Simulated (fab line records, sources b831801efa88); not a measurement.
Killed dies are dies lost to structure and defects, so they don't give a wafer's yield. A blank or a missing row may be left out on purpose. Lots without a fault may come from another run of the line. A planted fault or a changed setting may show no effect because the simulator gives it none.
fab line records | flow sky130
record lots=6 wafers=18 last_day=51
route steps=708 shown VIA1@474 METAL2@483 PAD_OPEN@708
lots that met no fault: from a run of the same line without faults
start_h: hours from the record's first day to the start of the lot's first wafer shown | wait_h: hours since the lot's step before | " the same as in the row above | L1.1+2: a row that stands for several wafers | - no value, or no start given | * or withheld: withheld | < > ~ a bound
route shown NAME@n: a module of which the file shows steps, and the number in the route of the first | usual: mean/standard deviation of fault-free wafers | same: alike in all rows | chamber/n: place in a boat | sites: the reading at each site | _std_site: their standard deviation | _edge_site: outer sites' mean less inner sites' | radius_mm: how far each site lies from the wafer's centre | mask NAME#n: copy n | behind: the tool/chamber that last shaped the wafer | hold: why the lot was held/for how many hours/how that ended | device: the transistor (n, p or np) that didn't switch | end of line: the same wafers' tests at the end of the route | a step without rows: its recipe alone | killed: dies lost to structure and defects at the first sort, not the wafer's yield | map: a wafer's dies, x killed, . not, _ none there
set.NAME: the setting as run; set.NAME@STEP: as run at that earlier step | model.NAME: the simulator's own value behind a step, which no gauge read
lots at some steps of the route; a table a step, a row a wafer
services: from which hour (start_h, from the record's first day; less than 0 if before it) a tool's chamber was out of use, for how many hours, and why
## steps
# step SKY_VIA1_STRIP_16
# recipe chemistry=O2/N2 power_w=1400 pressure_mtorr=1500 platen_temp_c=withheld o2_flow_sccm=3000 n2_flow_sccm=300 overash_fraction=0.5
# usual drypump_motor_current_A=5.7/0.48 oes_product_au=0.416/0.004 strip_time_to_endpoint_s=4.461/0.017
# columns lot.wafer tool chamber start_h wait_h drypump_motor_current_A oes_product_au rf_hours_counter_h strip_time_to_endpoint_s
L316.1 plasma_asher-01 1 847.47 0.0 5.6 0.412 42 4.441
L316.2 " 0 " " 6.3 0.411 42 4.436
L316.3 " 0 " " 6.3 0.421 - 4.440
L317.2 plasma_asher-03 0 848.26 0.0 5.4 0.414 9 4.490
L317.3 " 1 " " 6.4 0.423 - 4.478
L317.6 " 0 " " 5.5 0.422 - 4.456
L325.1 plasma_asher-04 1 898.23 0.0 5.6 0.412 77 4.489
L325.4 " 0 " " 5.1 0.418 - 4.492
L325.5 " 1 " " 5.6 0.414 - 4.475
L330.1 plasma_asher-03 1 934.42 0.0 6.4 0.411 18 4.450
L330.4 " 0 " " 5.5 0.422 - 4.425
L330.5 " 0 " " 5.5 0.415 - 4.459
L332.2 plasma_asher-04 0 949.18 0.0 5.0 0.421 82 4.474
L332.3 " 0 " " 5.1 0.416 - 4.462
L332.4 " 1 " " 5.6 0.409 - 4.459
L333.3 plasma_asher-03 1 1000.26 0.1 6.4 0.415 - 4.467
L333.4 " 0 " " 5.5 0.405 - 4.467
L333.5 " 1 " " 6.4 0.413 - 4.457
# step SKY_VIA1_STRIP_17
# recipe chemistry=post_etch_residue_remover time_s=1200 temp_c=72.5
# step SKY_VIA1_CLEAN_18
# recipe chemistry=IPA time_s=180 temp_c=25
# step SKY_VIA1_CLEAN_19
# recipe chemistry=O3/DIW dry=n2_spin
# step SKY_VIA1_SPUTTER_20
# recipe material=TiN target_thk_nm=20 chamber_pressure_pa=5 power_w=4000 time_s=80
# step SKY_VIA1_CVD_21
# recipe material=W target_thk_nm=270 time_s=80.902 temp_c=400 pressure_torr=40
# usual heater_power_w=870/84
# columns lot.wafer tool chamber start_h wait_h heater_power_w
L316.1 cvd_w-02 0 848.13 0.0 916
L316.2 " 1 " " 952
L316.3 " 1 " " 958
L317.2 cvd_w-01 1 848.91 0.0 870
L317.3 " 0 " " 748
L317.6 " 0 " " 746
L325.1 cvd_w-02 0 898.89 0.0 916
L325.4 " 0 " " 903
L325.5 " 1 " " 986
L330.1 cvd_w-02 0 935.14 0.0 860
L330.4 " 0 " " 865
L330.5 " 1 " " 868
L332.2 cvd_w-01 1 949.84 0.0 909
L332.3 " 0 " " 738
L332.4 " 1 " " 900
L333.3 cvd_w-01 0 1000.91 0.1 738
L333.4 " 1 " " 897
L333.5 " 0 " " 727
# step SKY_VIA1_RS_MEAS_22
# recipe thk_meas_gauge=four-point-probe reads=W_of_VIA1_CVD_21+TiN_of_VIA1_SPUTTER_20
# usual VIA1_W_RS=0.430/0.0044
# columns lot.wafer tool chamber start_h wait_h VIA1_W_RS[ohm/sq]
L316.1 film_metro-02 - 848.22 0.1 0.422
L316.2 " - " " 0.432
L316.3 " - " " 0.425
L317.2 film_metro-04 - 849.02 0.1 0.432
L317.3 " - " " 0.430
L317.6 " - " " 0.437
L325.1 film_metro-01 - 898.98 0.1 0.437
L325.4 " - " " 0.431
L325.5 " - " " 0.435
L330.1 film_metro-02 - 935.24 0.1 0.423
L330.4 " - " " 0.427
L330.5 " - " " 0.424
L332.2 film_metro-04 - 949.95 0.1 0.428
L332.3 " - " " 0.432
L332.4 " - " " 0.425
L333.3 film_metro-02 - 1001.01 0.1 0.430
L333.4 " - " " 0.431
L333.5 " - " " 0.435
# step SKY_VIA1_THK_MEAS_23
# recipe thk_meas_gauge=xrf reads=W_of_VIA1_CVD_21
# usual VIA1_W_THK=271/3.7
# columns lot.wafer tool chamber start_h wait_h VIA1_W_THK[nm]
L316.1 film_metro-02 - 848.34 0.1 276
L316.2 " - " " 269
L316.3 " - " " 275
L317.2 film_metro-04 - 849.13 0.1 267
L317.3 " - " " 268
L317.6 " - " " 263
L325.1 film_metro-01 - 899.10 0.1 268
L325.4 " - " " 272
L325.5 " - " " 269
L330.1 film_metro-02 - 935.36 0.1 276
L330.4 " - " " 275
L330.5 " - " " 276
L332.2 film_metro-04 - 950.06 0.1 270
L332.3 " - " " 270
L332.4 " - " " 271
L333.3 film_metro-02 - 1001.11 0.1 271
L333.4 " - " " 271
L333.5 " - " " 268
# step SKY_VIA1_CMP_24
# recipe stop_on=SiO2 t_overpolish_s=15 down_force_psi=3.5 platen_rpm=60 target_thk_nm=0 pad_velocity_m_s=0.94248
# usual motor_current_A=11.9/1 overpolish_run_s=15.001/0.0085 time_to_endpoint_s=64.2/2.5
# columns lot.wafer tool chamber start_h wait_h motor_current_A overpolish_run_s time_to_endpoint_s
L316.3 cmp-02 3 848.50 0.1 11.8 14.992 67.5
L316.2 " 0 " " 12.3 15.010 62.8
L316.1 " 1 " " 9.8 14.997 63.2
L317.3 cmp-01 0 849.18 0.0 13.9 15.001 61.6
L317.2 " 1 " " 11.4 15.003 57.5
L317.6 " 1 " " 11.8 15.006 60.1
L325.1 cmp-01 3 899.21 0.1 11.6 15.010 63.1
L325.4 " 1 " " 11.2 15.013 64.4
L325.5 " 3 " " 12.4 15.000 63.8
L330.4 cmp-01 3 935.42 0.0 11.8 15.007 67.9
L330.1 " 0 " " 14.3 15.003 68.8
L330.5 " 0 " " 13.8 15.001 66.1
L332.2 cmp-01 0 950.11 0.0 13.1 15.008 69.9
L332.3 " 1 " " 11.4 14.999 66.1
L332.4 " 3 " " 12.0 14.991 69.2
L333.4 cmp-01 3 1001.23 0.1 11.5 15.006 66.4
L333.3 " 2 " " 11.8 15.000 65.0
L333.5 " 3 " " 12.4 15.004 64.8
# step SKY_METAL2_SPUTTER_00
# recipe material=Ti target_thk_nm=15 power_w=3000 time_s=10 chamber_pressure_pa=0.4
# step SKY_METAL2_SPUTTER_01
# recipe material=TiN target_thk_nm=20 power_w=6500 time_s=16.7 chamber_pressure_pa=0.4
# step SKY_METAL2_SPUTTER_02
# recipe material=AlCu target_thk_nm=250 power_w=10600 time_s=13.3 chamber_pressure_pa=0.4
# usual cathode_dc_power_W=10600/1.9 throttle_valve_pct=30.4/1.2
# columns lot.wafer tool chamber start_h wait_h cathode_dc_power_W throttle_valve_pct
L316.1 pvd_sputter-04 - 848.85 0.0 10600 30.6
L316.2 " - " " 10600 30.9
L316.3 " - " " 10600 29.3
L317.2 pvd_sputter-03 - 849.53 0.0 10600 29.6
L317.3 " - " " 10598 31.4
L317.6 " - " " 10601 31.0
L325.1 pvd_sputter-04 - 899.51 0.0 10602 29.6
L325.4 " - " " 10598 30.5
L325.5 " - " " 10603 31.0
L330.1 pvd_sputter-04 - 935.76 0.0 10598 29.1
L330.4 " - " " 10600 31.0
L330.5 " - " " 10601 29.5
L332.2 pvd_sputter-03 - 950.46 0.0 10600 32.8
L332.3 " - " " 10600 29.5
L332.4 " - " " 10599 30.9
L333.3 pvd_sputter-04 - 1001.58 0.0 10603 29.3
L333.4 " - " " 10597 31.2
L333.5 " - " " 10600 30.4
# step SKY_METAL2_SPUTTER_03
# recipe material=Ti target_thk_nm=5 power_w=3000 time_s=3.3 chamber_pressure_pa=0.4
# usual cathode_dc_power_W=3000.1/0.52 throttle_valve_pct=30.4/1.2
# columns lot.wafer tool chamber start_h wait_h cathode_dc_power_W throttle_valve_pct model.Ti_of_METAL2_SPUTTER_03.thk_nm
L316.1 pvd_sputter-04 - 848.87 0.0 3000.2 30.7 4.933
L316.2 " - " " 2999.7 31.1 4.778
L316.3 " - " " 2999.4 29.5 4.881
L317.2 pvd_sputter-03 - 849.56 0.0 2999.5 29.5 5.242
L317.3 " - " " 2999.0 31.5 5.16
L317.6 " - " " 3000.1 30.9 5.227
L325.1 pvd_sputter-04 - 899.53 0.0 3248.8 29.3 5.345
L325.4 " - " " 3248.6 30.6 5.357
L325.5 " - " " 3247.7 31.1 5.29
L330.1 pvd_sputter-04 - 935.79 0.0 3249.5 29.2 5.382
L330.4 " - " " 3248.8 31.0 5.317
L330.5 " - " " 3248.7 29.7 5.376
L332.2 pvd_sputter-03 - 950.48 0.0 3000.6 32.9 5.01
L332.3 " - " " 3001.2 29.5 5.046
L332.4 " - " " 3000.4 31.0 5.133
L333.3 pvd_sputter-04 - 1001.60 0.0 3000.3 29.4 4.781
L333.4 " - " " 2999.6 31.0 4.843
L333.5 " - " " 2999.8 30.2 4.859
# step SKY_METAL2_SPUTTER_04
# recipe material=TiN target_thk_nm=70 power_w=6500 time_s=58.3 chamber_pressure_pa=0.4
# usual cathode_dc_power_W=6500.0/1.1 throttle_valve_pct=30.4/1.2
# columns lot.wafer tool chamber start_h wait_h cathode_dc_power_W throttle_valve_pct
L316.1 pvd_sputter-04 - 848.89 0.0 6499.5 30.8
L316.2 " - " " 6501.2 30.9
L316.3 " - " " 6498.4 29.2
L317.2 pvd_sputter-03 - 849.57 0.0 6501.7 29.7
L317.3 " - " " 6500.5 31.5
L317.6 " - " " 6500.8 30.8
L325.1 pvd_sputter-04 - 899.55 0.0 6498.6 29.5
L325.4 " - " " 6501.4 30.7
L325.5 " - " " 6501.0 31.2
L330.1 pvd_sputter-04 - 935.81 0.0 6499.3 29.3
L330.4 " - " " 6501.1 31.2
L330.5 " - " " 6498.8 29.3
L332.2 pvd_sputter-03 - 950.50 0.0 6500.0 32.8
L332.3 " - " " 6497.5 29.3
L332.4 " - " " 6499.8 31.0
L333.3 pvd_sputter-04 - 1001.62 0.0 6499.0 29.3
L333.4 " - " " 6499.8 31.0
L333.5 " - " " 6499.6 30.9
# step SKY_PAD_OPEN_PROBE_99
# usual defect_limited_yield=82.1/1.8 killed_at_M0_to_M3=45/6.9 killed_at_M4_up=3.2/1.8 killed_at_contacts=25/5.3 killed_at_front_end=16/4.3 killed_at_other=0.2/0.52 killed_dies=88/8.7 killed_on_rim=18/3.6 killed_open=48/6.5 killed_short=40/6 sort_bin_3_pad_short=0.9/0.4 sort_bin_5_function=10.8/1.5 sort_bin_6_memory=6.3/1 sort_n_pass=404/8.7 sort_yield_pct=82.1/1.8
# same gross_dies=492 killed_at_back_side=0 sort_bin_4_leakage[%]=0 sort_bin_8_speed[%]=0
# columns lot.wafer tool chamber start_h wait_h defect_limited_yield[%] killed_at_M0_to_M3 killed_at_M4_up killed_at_contacts killed_at_front_end killed_at_other killed_dies killed_on_rim killed_open killed_short sort_bin_3_pad_short[%] sort_bin_5_function[%] sort_bin_6_memory[%] sort_n_pass sort_yield_pct[%]
L316.1 prober-02 - 1113.18 0.1 80.3 45 5 35 12 0 97 26 46 51 0.6 13.0 6.1 395 80.3
L316.2 prober-02 - 1113.23 0.1 81.7 49 4 18 19 0 90 20 54 36 0.6 12.0 5.7 402 81.7
L316.3 prober-02 - 1113.28 0.2 82.7 47 5 20 13 0 85 17 52 33 0.6 8.9 7.7 407 82.7
L325.1 prober-01 - 1158.38 0.1 82.1 48 2 18 19 1 88 14 49 38 1.6 9.8 6.5 404 82.1
L325.4 prober-01 - 1158.53 0.2 80.9 52 2 19 20 1 94 21 55 36 0.6 11.8 6.7 398 80.9
L325.5 prober-01 - 1158.58 0.2 84.3 36 3 20 18 0 77 12 46 31 0.4 7.9 7.3 415 84.3
L330.1 prober-02 - 1183.05 0.1 81.5 53 3 21 14 0 91 13 48 43 1.2 11.0 6.3 401 81.5
L330.4 prober-02 - 1183.20 0.2 78.0 50 4 31 20 3 108 19 53 54 0.6 13.8 7.5 384 78.0
L330.5 prober-02 - 1183.25 0.2 77.2 58 2 25 26 1 112 19 55 56 1.4 14.2 7.1 380 77.2
L333.3 prober-01 - 1225.84 0.2 81.3 51 2 31 8 0 92 26 48 44 0.4 10.4 7.9 400 81.3
L333.4 prober-01 - 1225.89 0.2 82.9 37 2 26 19 0 84 14 42 42 0.8 12.2 4.1 408 82.9
L333.5 prober-01 - 1225.94 0.2 82.3 57 2 18 10 0 87 19 44 41 1.8 10.0 5.9 405 82.3
# killed by level:class
L316.1 LI_CONTACT:geometric_particle:open=10 CONTACT:geometric_particle:open=9 VIA1:geometric_particle:short=8 VIA2:geometric_particle:open=7 VIA3:geometric_particle:short=6 VIA3:geometric_particle:open=6 LI_CONTACT:geometric_particle:short=5 CONTACT:geometric_particle:short=5
L316.2 VIA1:geometric_particle:open=15 VIA2:geometric_particle:open=8 VIA1:geometric_particle:short=6 FIELD_ISO:geometric_particle:open=5 VIA3:geometric_particle:open=5 LI_CONTACT:geometric_particle:open=4 CONTACT:geometric_particle:open=4 VIA3:geometric_particle:short=4
L316.3 VIA1:geometric_particle:open=9 CONTACT:geometric_particle:open=9 METAL1:geometric_particle:short=7 VIA2:geometric_particle:open=7 VIA3:geometric_particle:open=6 LI_CONTACT:geometric_particle:open=5 METAL2:geometric_particle:short=5 FIELD_ISO:geometric_particle:open=4
L325.1 VIA1:geometric_particle:open=11 VIA2:geometric_particle:open=10 LI_CONTACT:geometric_particle:open=8 POLY_GATE:geometric_particle:short=6 VIA3:geometric_particle:open=6 METAL2:geometric_particle:short=5 CONTACT:geometric_particle:open=5 POLY_GATE:geometric_particle:open=4
L325.4 VIA1:geometric_particle:open=14 CONTACT:geometric_particle:open=11 VIA1:geometric_particle:short=9 POLY_GATE:geometric_particle:open=6 VIA3:geometric_particle:open=6 VIA2:geometric_particle:open=5 METAL1:geometric_particle:open=4 FIELD_ISO:geometric_particle:open=3
L325.5 VIA2:geometric_particle:open=7 FIELD_ISO:geometric_particle:open=6 CONTACT:geometric_particle:open=6 VIA1:geometric_particle:open=6 METAL2:geometric_particle:short=5 METAL2:geometric_particle:open=5 LI_CONTACT:geometric_particle:open=4 CONTACT:geometric_particle:short=4
L330.1 METAL2:geometric_particle:short=13 VIA1:geometric_particle:open=11 VIA3:geometric_particle:open=9 CONTACT:geometric_particle:open=8 LI_CONTACT:geometric_particle:open=7 POLY_GATE:geometric_particle:short=6 METAL1:geometric_particle:short=4 VIA2:geometric_particle:open=4
L330.4 CONTACT:geometric_particle:open=10 CONTACT:geometric_particle:short=9 METAL1:geometric_particle:short=9 VIA1:geometric_particle:open=8 VIA3:geometric_particle:open=8 FIELD_ISO:geometric_particle:short=7 VIA2:geometric_particle:open=6 FIELD_ISO:geometric_particle:open=5
L330.5 VIA1:geometric_particle:open=12 METAL1:geometric_particle:short=11 LI_CONTACT:geometric_particle:open=9 FIELD_ISO:geometric_particle:short=8 CONTACT:geometric_particle:open=7 VIA3:geometric_particle:open=7 FIELD_ISO:geometric_particle:open=6 VIA2:geometric_particle:open=6
L333.3 CONTACT:geometric_particle:open=12 VIA2:geometric_particle:open=10 VIA1:geometric_particle:open=9 VIA2:geometric_particle:short=7 CONTACT:geometric_particle:short=7 LOCAL_INTERCONNECT:geometric_particle:short=6 METAL1:geometric_particle:short=6 LI_CONTACT:geometric_particle:open=5
L333.4 LI_CONTACT:geometric_particle:open=7 VIA2:geometric_particle:open=7 VIA1:geometric_particle:open=7 FIELD_ISO:geometric_particle:short=5 LOCAL_INTERCONNECT:geometric_particle:short=5 CONTACT:geometric_particle:open=5 CONTACT:geometric_particle:short=5 VIA2:geometric_particle:short=5
L333.5 VIA1:geometric_particle:open=20 VIA1:geometric_particle:short=11 METAL2:geometric_particle:short=6 VIA2:geometric_particle:open=5 CONTACT:geometric_particle:open=5 LI_CONTACT:geometric_particle:open=4 LOCAL_INTERCONNECT:geometric_particle:short=4 CONTACT:geometric_particle:short=4
## services
# columns tool chamber start_h hours kind
cvd_w-02 - 830.86 1.9 repair
cvd_w-01 - 844.42 0.9 repair
cvd_w-02 - 849.60 6.0 pm
pvd_sputter-04 - 861.83 0.6 repair
pvd_sputter-04 - 890.03 5.5 repair
plasma_asher-03 - 892.02 2.8 pm
plasma_asher-03 - 897.16 3.2 repair
cmp-02 - 902.27 3.6 repair
cvd_w-02 - 904.11 14.0 pm
cmp-02 - 912.29 4.0 pm
pvd_sputter-04 - 916.67 18.9 repair
pvd_sputter-03 - 917.11 9.1 repair
plasma_asher-01 - 920.76 10.1 pm
cvd_w-02 - 921.73 1.2 repair
cmp-01 - 924.51 4.7 pm
cmp-02 - 944.16 17.6 pm
plasma_asher-01 - 960.72 0.6 repair
cmp-01 - 965.00 1.7 repair
plasma_asher-01 - 968.31 3.0 repair
pvd_sputter-04 2 975.30 - consumable_replace:kit
pvd_sputter-04 - 977.28 4.2 repair
pvd_sputter-04 - 983.30 3.3 repair
cvd_w-01 - 995.15 5.5 repair
cmp-02 - 1000.52 4.5 pm
## key
first_sign step=SKY_METAL2_SPUTTER_03 reading=cathode_dc_power_W direction=up sigmas=99+ usual=3000.1 struck=3248.7
effect none on later readings
model_effect step=SKY_METAL2_SPUTTER_03 value=Ti_of_METAL2_SPUTTER_03.thk_nm without=4.93 struck=5.345
met_at SKY_METAL2_SPUTTER_03
struck_wafers L325.1,L325.4,L325.5,L330.1,L330.4,L330.5
onset_between 848.87 899.53
fault kind=process_parameter_drift tool=pvd_sputter-04 chamber=- onset_h=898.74 steps=SKY_METAL2_SPUTTER_03 channel=power_w offset=* shape=step end_h=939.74 acts_in=* stated=*
